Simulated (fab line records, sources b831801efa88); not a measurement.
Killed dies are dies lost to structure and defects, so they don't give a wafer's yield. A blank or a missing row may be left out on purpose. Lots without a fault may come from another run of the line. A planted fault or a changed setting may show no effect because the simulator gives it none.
fab line records | flow sky130
record lots=12 wafers=34 last_day=49
route steps=708 shown FIELD_ISO@5 NWELL@64 SONOS_TUNNEL@161 CONTACT@422
lots that met no fault: from a run of the same line without faults
start_h: hours from the record's first day to the start of the lot's first wafer shown | wait_h: hours since the lot's step before | " the same as in the row above | L1.1+2: a row that stands for several wafers | - no value, or no start given | * or withheld: withheld | < > ~ a bound
route shown NAME@n: a module of which the file shows steps, and the number in the route of the first | usual: mean/standard deviation of fault-free wafers | same: alike in all rows | chamber/n: place in a boat | sites: the reading at each site | _std_site: their standard deviation | _edge_site: outer sites' mean less inner sites' | radius_mm: how far each site lies from the wafer's centre | mask NAME#n: copy n | behind: the tool/chamber that last shaped the wafer | hold: why the lot was held/for how many hours/how that ended | device: the transistor (n, p or np) that didn't switch | end of line: the same wafers' tests at the end of the route | a step without rows: its recipe alone | killed: dies lost to structure and defects at the first sort, not the wafer's yield | map: a wafer's dies, x killed, . not, _ none there
set.NAME: the setting as run; set.NAME@STEP: as run at that earlier step | model.NAME: the simulator's own value behind a step, which no gauge read
steps of the route over a sample of lots; a table a step, a row a wafer
services: from which hour (start_h, from the record's first day; less than 0 if before it) a tool's chamber was out of use, for how many hours, and why
## steps
# step SKY_FIELD_ISO_THK_MEAS_04
# recipe reads=Si3N4_of_FIELD_ISO_CVD_03
# usual FIELD_ISO_CVD_03_THK=165.2/1.7
# columns lot.wafer tool chamber start_h wait_h FIELD_ISO_CVD_03_THK[nm]
L860.1 film_metro-04 - 20.18 0.0 166.2
L860.4 " - " " 167.2
L860.5 " - " " 166.5
L861.1 film_metro-02 - 24.37 0.0 164.8
L861.5 " - " " 165.3
L861.6 " - " " 164.5
L862.1 film_metro-01 - 31.65 0.0 169.3
L862.3 " - " " 167.8
L862.5 " - " " 169.3
L865.1 film_metro-04 - 45.12 0.0 164.0
L865.3 " - " " 165.2
L865.5 " - " " 163.2
L866.2 film_metro-01 - 49.48 0.0 166.9
L866.3 " - " " 167.0
L866.4 " - " " 166.5
L867.3 film_metro-01 - 53.50 0.0 161.6
L867.4 " - " " 164.1
L867.6 " - " " 163.0
L868.1 film_metro-02 - 58.48 0.0 165.6
L868.2 " - " " 165.5
L868.3 " - " " 165.7
L869.2 film_metro-04 - 64.37 0.0 164.5
L869.3 " - " " 165.0
L869.6 " - " " 165.3
L872.1 film_metro-02 - 79.51 0.0 166.5
L872.3 " - " " 165.9
L872.6 " - " " 167.1
L873.1 film_metro-01 - 85.21 0.0 166.1
L873.5 " - " " 165.9
L873.6 " - " " 166.3
L875.2 film_metro-01 - 95.05 0.0 161.6
L875.5 " - " " 163.1
L876.1 film_metro-01 - 99.83 0.0 161.0
L876.4 " - " " 163.6
# step SKY_NWELL_IMPLANT_11
# recipe species=P energy_kev=400 dose_cm2=1.9e+13 tilt_deg=withheld
# same implant_ion_amu=31
# columns lot.wafer tool chamber start_h wait_h
L860.1+4+5 implanter-02 0 91.51 0.0
L861.1+5+6 implanter-02 0 96.17 0.0
L862.1+3+5 implanter-03 0 103.31 0.0
L865.1+3+5 implanter-04 0 121.83 0.0
L866.2+3+4 implanter-04 0 126.28 0.0
L867.3+4+6 implanter-03 0 132.87 0.1
L868.1+2+3 implanter-04 0 139.67 0.0
L869.2+3+6 implanter-04 0 144.69 0.0
L872.1+3+6 implanter-02 0 160.80 0.0
L873.1+5+6 implanter-02 0 167.97 0.0
L875.2+5 implanter-02 0 180.03 0.0
L876.1+4 implanter-02 0 187.13 0.0
# step SKY_NWELL_TW_MEAS_15
# usual NWELL_TW=1830/12
# columns lot.wafer tool chamber start_h wait_h NWELL_TW
L860.1 film_metro-03 - 92.06 0.1 1805
L860.4 " - " " 1812
L860.5 " - " " 1790
L861.1 film_metro-03 - 96.72 0.1 1826
L861.5 " - " " 1831
L861.6 " - " " 1813
L862.1 film_metro-01 - 103.86 0.1 1830
L862.3 " - " " 1827
L862.5 " - " " 1842
L865.1 film_metro-02 - 122.38 0.1 1817
L865.3 " - " " 1820
L865.5 " - " " 1815
L866.2 film_metro-01 - 126.96 0.1 1846
L866.3 " - " " 1848
L866.4 " - " " 1847
L867.3 film_metro-03 - 133.39 0.1 1825
L867.4 " - " " 1828
L867.6 " - " " 1829
L868.1 film_metro-02 - 140.22 0.1 1825
L868.2 " - " " 1814
L868.3 " - " " 1831
L869.2 film_metro-03 - 145.23 0.1 1841
L869.3 " - " " 1824
L869.6 " - " " 1835
L872.1 film_metro-01 - 161.35 0.1 1848
L872.3 " - " " 1820
L872.6 " - " " 1825
L873.1 film_metro-01 - 168.52 0.1 1845
L873.5 " - " " 1833
L873.6 " - " " 1841
L875.2 film_metro-02 - 180.56 0.1 1823
L875.5 " - " " 1666
L876.1 film_metro-03 - 187.68 0.1 1674
L876.4 " - " " 1836
# step SKY_NWELL_RS_MEAS_29
# recipe thk_meas_gauge=four-point-probe
# usual NWELL_RS=624.8/1.5
# columns lot.wafer tool chamber start_h wait_h NWELL_RS[ohm/sq]
L860.1 film_metro-01 - 110.04 0.1 622.1
L860.4 " - " " 624.3
L860.5 " - " " 624.1
L861.1 film_metro-01 - 115.21 0.1 624.7
L861.5 " - " " 624.8
L861.6 " - " " 624.1
L862.1 film_metro-03 - 122.98 0.1 624.6
L862.3 " - " " 622.4
L862.5 " - " " 624.8
L865.1 film_metro-01 - 142.35 0.1 626.3
L865.3 " - " " 627.0
L865.5 " - " " 623.5
L866.2 film_metro-01 - 146.53 0.1 622.5
L866.3 " - " " 621.7
L866.4 " - " " 621.9
L867.3 film_metro-03 - 153.29 0.1 622.9
L867.4 " - " " 625.1
L867.6 " - " " 626.4
L868.1 film_metro-02 - 160.10 0.1 621.9
L868.2 " - " " 624.0
L868.3 " - " " 623.8
L869.2 film_metro-03 - 164.90 0.1 625.0
L869.3 " - " " 625.9
L869.6 " - " " 626.8
L872.1 film_metro-03 - 181.75 0.1 626.0
L872.3 " - " " 624.9
L872.6 " - " " 626.8
L873.1 film_metro-02 - 188.77 0.1 625.7
L873.5 " - " " 625.4
L873.6 " - " " 623.9
L875.2 film_metro-01 - 201.56 0.1 624.2
L875.5 " - " " 732.1
L876.1 film_metro-02 - 208.74 0.1 732.5
L876.4 " - " " 623.2
# step SKY_SONOS_TUNNEL_CD_MEAS_07
# recipe target_cd_nm=410
# usual cd_nm=409.4/2.3
# columns lot.wafer tool chamber start_h wait_h cd_nm
L860.1 cd_sem-01 - 254.98 0.1 412.2
L860.4 " - " " 411.2
L860.5 " - " " 411.1
L861.1 cd_sem-02 - 260.27 0.1 410.6
L861.5 " - " " 410.5
L861.6 " - " " 411.6
L862.1 cd_sem-02 - 273.87 0.1 407.6
L862.3 " - " " 406.4
L862.5 " - " " 408.6
L865.1 cd_sem-02 - 296.07 0.1 412.6
L865.3 " - " " 411.3
L865.5 " - " " 411.8
L866.2 cd_sem-02 - 300.69 0.1 408.5
L866.3 " - " " 406.8
L866.4 " - " " 407.6
L867.3 cd_sem-01 - 309.02 0.1 409.8
L867.4 " - " " 407.4
L867.6 " - " " 409.3
L868.1 cd_sem-01 - 320.52 0.1 412.4
L868.2 " - " " 408.7
L868.3 " - " " 409.0
L869.2 cd_sem-02 - 325.67 0.2 410.5
L869.3 " - " " 407.4
L869.6 " - " " 409.5
L872.1 cd_sem-01 - 347.82 0.1 407.5
L872.3 " - " " 408.8
L872.6 " - " " 408.4
L873.1 cd_sem-01 - 359.18 0.1 406.7
L873.5 " - " " 404.9
L873.6 " - " " 408.0
L875.2 cd_sem-01 - 375.59 0.1 412.5
L875.5 " - " " 412.2
L876.1 cd_sem-01 - 386.42 0.1 409.9
L876.4 " - " " 409.1
# step SKY_CONTACT_ETCH_16
# recipe chemistry=N2/H2 target=BARC ion_energy_ev=200 source_w=500 bias_w=100 pressure_mtorr=30 n2_flow_sccm=100 h2_flow_sccm=200 stop_on=SiO2 time_s=45.9 target_depth_a=600
# usual drypump_motor_current_A=5.9/0.53 h2_flow_sccm=200.0/0.59 oes_product_au=0.855/0.0052 throttle_valve_pct=13.225/0.0093
# columns lot.wafer tool chamber start_h wait_h drypump_motor_current_A h2_flow_sccm oes_product_au rf_hours_counter_h throttle_valve_pct
L861.1 rie_diel-03 3 747.46 0.0 5.9 199.7 0.853 47 13.217
L861.5 " 3 " " 5.9 199.7 0.848 - 13.228
L861.6 " 2 " " 6.0 200.6 0.865 - 13.217
L860.1 rie_diel-03 1 747.99 0.0 5.7 199.8 0.854 10 13.232
L860.4 " 0 " " 4.8 199.9 0.855 22 13.224
L860.5 " 2 " " 6.0 199.0 0.860 - 13.197
L862.1 rie_diel-03 0 759.09 0.0 4.8 199.7 0.856 22 13.215
L862.3 " 2 " " 6.0 200.0 0.862 1 13.228
L862.5 " 1 " " 5.7 199.6 0.860 - 13.214
L865.1 rie_diel-04 0 786.62 0.0 6.4 199.5 0.848 2 13.223
L865.3 " 1 " " 6.7 200.3 0.846 26 13.237
L865.5 " 3 " " 6.7 199.9 0.851 - 13.213
L866.2 rie_diel-04 3 791.78 0.0 6.7 200.3 0.851 5 13.216
L866.3 " 2 " " 5.5 200.3 0.849 37 13.235
L866.4 " 1 " " 6.8 200.4 0.844 26 13.216
L867.3 rie_diel-02 0 803.53 0.0 6.0 199.7 0.860 1 13.239
L867.4 " 2 " " 6.0 200.1 0.851 18 13.231
L867.6 " 1 " " 5.2 200.4 0.857 - 13.236
L868.1 rie_diel-03 2 808.92 0.0 6.0 201.0 0.852 3 13.236
L868.2 " 1 " " 5.7 199.6 0.860 12 13.232
L868.3 " 3 " " 5.9 200.9 0.867 1 13.228
L869.2 rie_diel-04 3 812.58 0.0 6.7 199.3 0.859 5 13.218
L869.3 " 1 " " 6.7 200.9 0.865 26 13.227
L869.6 " 0 " " 6.3 199.3 0.847 - 13.229
L872.1 rie_diel-03 0 836.89 0.0 4.8 199.3 0.854 25 13.215
L872.3 " 1 " " 5.7 200.0 0.846 13 13.213
L872.6 " 2 " " 5.9 199.0 0.863 - 13.225
L873.1 rie_diel-03 0 844.09 0.0 4.8 200.2 0.860 25 13.209
L873.5 " 3 " " 5.9 200.0 0.859 - 13.222
L873.6 " 2 " " 6.0 199.9 0.863 - 13.232
L875.2 rie_diel-02 3 861.14 0.0 6.2 199.6 0.859 5 13.240
L875.5 " 0 " " 6.0 199.0 0.861 - 13.233
L876.1 rie_diel-04 2 867.99 0.0 5.5 199.9 0.852 1 13.225
L876.4 " 0 " " 6.3 198.8 0.851 - 13.231
## services
# columns tool chamber start_h hours kind
rie_diel-03 2 80.21 6.4 repair
implanter-02 - 103.00 5.0 pm
rie_diel-03 0 118.50 3.7 repair
rie_diel-03 1 137.45 21.1 repair
rie_diel-03 - 148.29 0.2 repair
rie_diel-03 0 180.77 16.4 repair
rie_diel-03 3 182.56 6.1 repair
rie_diel-03 0 219.08 5.5 repair
rie_diel-03 3 230.00 7.2 repair
rie_diel-03 1 245.70 2.5 repair
implanter-02 - 256.19 4.7 repair
implanter-02 - 342.38 6.7 repair
rie_diel-03 2 373.64 3.4 repair
rie_diel-03 - 404.35 0.9 repair
rie_diel-03 2 493.86 2.8 repair
rie_diel-03 - 516.44 15.6 pm
rie_diel-03 2 538.18 5.4 repair
implanter-02 - 551.21 1.6 repair
rie_diel-03 3 593.99 9.1 repair
implanter-02 - 601.03 2.5 repair
rie_diel-03 3 692.93 1.7 repair
rie_diel-03 3 750.63 8.4 repair
implanter-02 - 772.20 1.1 repair
rie_diel-03 - 867.89 2.8 pm
## key
first_sign step=SKY_NWELL_TW_MEAS_15 reading=NWELL_TW direction=down sigmas=13 usual=1830 struck=1670
effect step=SKY_NWELL_RS_MEAS_29 reading=NWELL_RS direction=up sigmas=73 usual=624.8 struck=732.3
met_at SKY_NWELL_IMPLANT_11
struck_lots L875,L876
struck_wafers L875.5,L876.1
tester_left_out L875,L876
not_acting_at SKY_FIELD_ISO_THK_MEAS_04,SKY_SONOS_TUNNEL_CD_MEAS_07,SKY_CONTACT_ETCH_16
onset_between 167.97 180.03
fault kind=process_parameter_drift tool=implanter-02 chamber=- onset_h=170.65 steps=SKY_NWELL_IMPLANT_11 channel=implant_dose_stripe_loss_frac offset=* shape=step end_h=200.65 scope=struck_wafers_only
# tester_left_out: of these lots the tester's yield and bins aren't shown, on N5 and GAA mostly nor the transistor test; their killed dies are dies lost to structure and defects alone, not to doping, threshold or leakage, so they don't give the yield
